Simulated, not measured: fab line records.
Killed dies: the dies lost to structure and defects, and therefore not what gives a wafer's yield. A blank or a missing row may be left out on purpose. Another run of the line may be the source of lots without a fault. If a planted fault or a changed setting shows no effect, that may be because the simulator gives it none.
Struck lot and sound lot, side by side ; flow sky130 ; 14 out of 708 route steps
Sound: the wafers L491.1, L491.3, L491.5. Wafers struck: L500.1, L500.4, L500.6. At the end, the cause is stated.
Per side, at each step with rows, come the tool, then ch with its chambers, and then its first start. Under that, the readings that differ: sound wafers ; struck wafers ; difference of the means ; sigmas: that difference in standard deviations of wafers without a fault.
alike: readings with means less than 2 such deviations apart, plus words and numbers identical on both sides. not compared: withheld readings, readings lacking a value on some wafer, bounds such as >300 that could conceal the same value, and numbers that have no deviation in the record and whose values overlap.
A row with sigmas, a row that says differs or no value, or rows on one side alone: a step with any of these is where the two part. Non-overlapping numbers with no deviation appear without sigmas and do not part them. A reading missing from all wafers of one side parts the sides only when that side holds two or more wafers.

first, 2 steps without rows for these wafers: SKY_VIA2_CLEAN_18 (cleans in IPA, time 180 s); SKY_VIA2_CLEAN_19 (cleans in O3/DIW).
SKY_VIA2_SPUTTER_20: material TiN, target thk 20 nm, time 80 s.
  sound: pvd sputter-04 at day 38 03:01; struck: pvd sputter-04 at day 41 06:47
  alike: chamber pressure pa, throttle valve pct
SKY_VIA2_CVD_21: deposits W, target thk 420 nm, time 126.4 s.
  sound on cvd w-02 ch 0, day 38 03:05; struck on cvd w-01 ch 0,1, day 41 06:50
  alike: chamber pressure Torr, heater power outer w, heater power w
SKY_VIA2_RS_MEAS_22: the measuring method here is four-point-probe.
  sound: film metro-02 at day 38 03:13; struck: film metro-04 at day 41 06:58
  alike: VIA2_W_RS
SKY_VIA2_THK_MEAS_23: measures by xrf.
  sound: film metro-02 at day 38 03:20; struck: film metro-04 at day 41 07:05
  alike: VIA2_W_THK
then, 2 steps without rows for these wafers: SKY_VIA2_CMP_24 (polishes, stops on SiO2, t overpolish 20 s, target thk 0 nm); SKY_METAL3_SPUTTER_00 (material Ti, target thk 15 nm, time 10 s).
SKY_METAL3_SPUTTER_01: material TiN, target thk 20 nm, time 16.7 s.
  sound: pvd sputter-02 at day 38 03:43; struck: pvd sputter-04 at day 41 07:28
  alike: chamber pressure pa, throttle valve pct
then, 1 step without rows for these wafers: SKY_METAL3_SPUTTER_02 (material AlCu, target thk 735 nm, time 39.1 s).
SKY_METAL3_SPUTTER_03: material Ti, target thk 5 nm, time 3.3 s.
  sound: pvd sputter-02 at day 38 03:46; struck: pvd sputter-04 at day 41 07:32
  alike: chamber pressure pa, throttle valve pct
SKY_METAL3_SPUTTER_04: material TiN, target thk 70 nm, time 58.3 s.
  sound: pvd sputter-02 at day 38 03:47; struck: pvd sputter-04 at day 41 07:33
  alike: chamber pressure pa, throttle valve pct
SKY_CAPM_CVD_00: deposits SiO2, target thk 15.5 nm.
  sound on pecvd-02 ch 0,1,2, day 38 03:50; struck on pecvd-02 ch 0,1, day 41 07:36
  no value came back on the struck wafers for heater power outer w (W), heater power w (W); on the sound wafers heater power outer w (W) reads 518 330 532
SKY_PAD_OPEN_PROBE_99:
  the record has rows for the sound wafers here (prober-01, day 47 07:05) and none for the struck ones

WHERE THEY PART
Last at SKY_PAD_OPEN_PROBE_99 as far as this record goes, first at SKY_CAPM_CVD_00.

WHY: what the simulator had put in
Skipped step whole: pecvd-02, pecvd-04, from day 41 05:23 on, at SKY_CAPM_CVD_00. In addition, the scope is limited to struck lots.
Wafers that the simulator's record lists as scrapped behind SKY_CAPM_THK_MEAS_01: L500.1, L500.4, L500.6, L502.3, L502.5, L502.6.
